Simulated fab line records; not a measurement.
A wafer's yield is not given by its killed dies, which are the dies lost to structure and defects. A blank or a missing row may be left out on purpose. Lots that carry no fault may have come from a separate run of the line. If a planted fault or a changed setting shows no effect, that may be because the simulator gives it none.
The same fault as seen by 2 desks | flow sky130 | every desk sees just its own numbers, and what lay behind them comes last

== TOOL OWNER'S DESK, implanter-04 ==
For each lot that ran on this tool, the mean over its sampled wafers that have a number, from the tool's own readings at SKY_LDD_N_IMPLANT_08. Marked OUT: a lot whose mean sits more than 4 standard deviations from the usual mean, which makes it out of limits; the brackets give that distance.
Columns: A = beam-on-s at SKY_LDD_N_IMPLANT_08, usual 9.98 s; B = dose-ions-cm2 at SKY_LDD_N_IMPLANT_08, usual 7.501e+13; C = faraday-current-uA at SKY_LDD_N_IMPLANT_08, usual 424
lot  | first seen here | A                       | B                           | C
L216 | day 19 07:07    | 10.11                   | 7.505e+13                   | 417
L217 | day 19 11:58    | 9.95                    | 7.497e+13                   | 425
L223 | day 22 12:37    | 88.79 (+99 or more) OUT | 8.334e+14 (+99 or more) OUT | 530 (+13) OUT
L224 | day 22 17:43    | 89.08 (+99 or more) OUT | 8.333e+14 (+99 or more) OUT | 527 (+12) OUT
L235 | day 26 09:07    | 10.00                   | 7.494e+13                   | 423
Finding of this desk: L223, L224 out of limits; the first was L223 at day 22 12:37, on beam-on-s at SKY_LDD_N_IMPLANT_08. L216, L217, L235: within limits.

== THE METROLOGY DESK ==
Lot by lot, what the gauges showed, no matter which tool ran the lot: averages of those sampled wafers that carry a number. Marked OUT: a lot whose mean sits more than 4 standard deviations from the usual mean, which makes it out of limits; the brackets give that distance.
Columns: A = SONOS_ONO_OVL at SKY_SONOS_ONO_OVL_MEAS_14, usual 0.6 nm; B = POLY_GATE_OXIDATION_THK at SKY_POLY_GATE_THK_MEAS_21, usual 4.01 nm; C = LDD_N_TW at SKY_LDD_N_TW_MEAS_17, usual 2600
lot  | first seen here | A    | B    | C
L214 | day 13 14:16    | -1.4 | 3.98 | 2595
L216 | day 14 02:30    | 1.0  | 4.11 | 2583
L217 | day 14 05:42    | 0.8  | 3.87 | 2621
L219 | day 15 02:24    | 0.9  | 3.88 | 2624
L220 | day 15 13:07    | 1.3  | 4.09 | 2572
L223 | day 16 21:30    | 1.1  | 3.97 | 3018 (+21) OUT
L224 | day 17 02:36    | -0.5 | 3.92 | 3059 (+23) OUT
L229 | day 18 21:25    | -0.1 | 4.05 | 2566
L231 | day 19 07:20    | -0.5 | 4.13 | 2632
L234 | day 20 04:55    | 1.8  | 4.07 | 2592
L235 | day 20 21:06    | 1.4  | 4.13 | 2582
Per this desk, out of limits: L223, L224; the first was L223, day 22 13:55 (LDD_N_TW at SKY_LDD_N_TW_MEAS_17). L214, L216, L217, L219, L220, L229, L231, L234, L235: within limits.

== BROUGHT TOGETHER ==
The tool owner's desk had the chance to raise an alarm at day 22 12:37 on L223, L224.
At day 22 13:55 the metrology desk could have sounded an alarm, on L223, L224.
On implanter-04, each named lot ran SKY_LDD_N_IMPLANT_08.

== WHAT THE SIMULATOR HAD PUT IN ==
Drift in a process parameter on implanter-04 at SKY_LDD_N_IMPLANT_08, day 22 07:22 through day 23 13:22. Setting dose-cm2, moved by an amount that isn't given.
Shown lots that were struck: L223, L224.
Time in hours from fault onset to the first out-of-limits reading at each desk: tool owner's desk 5, metrology desk 7.
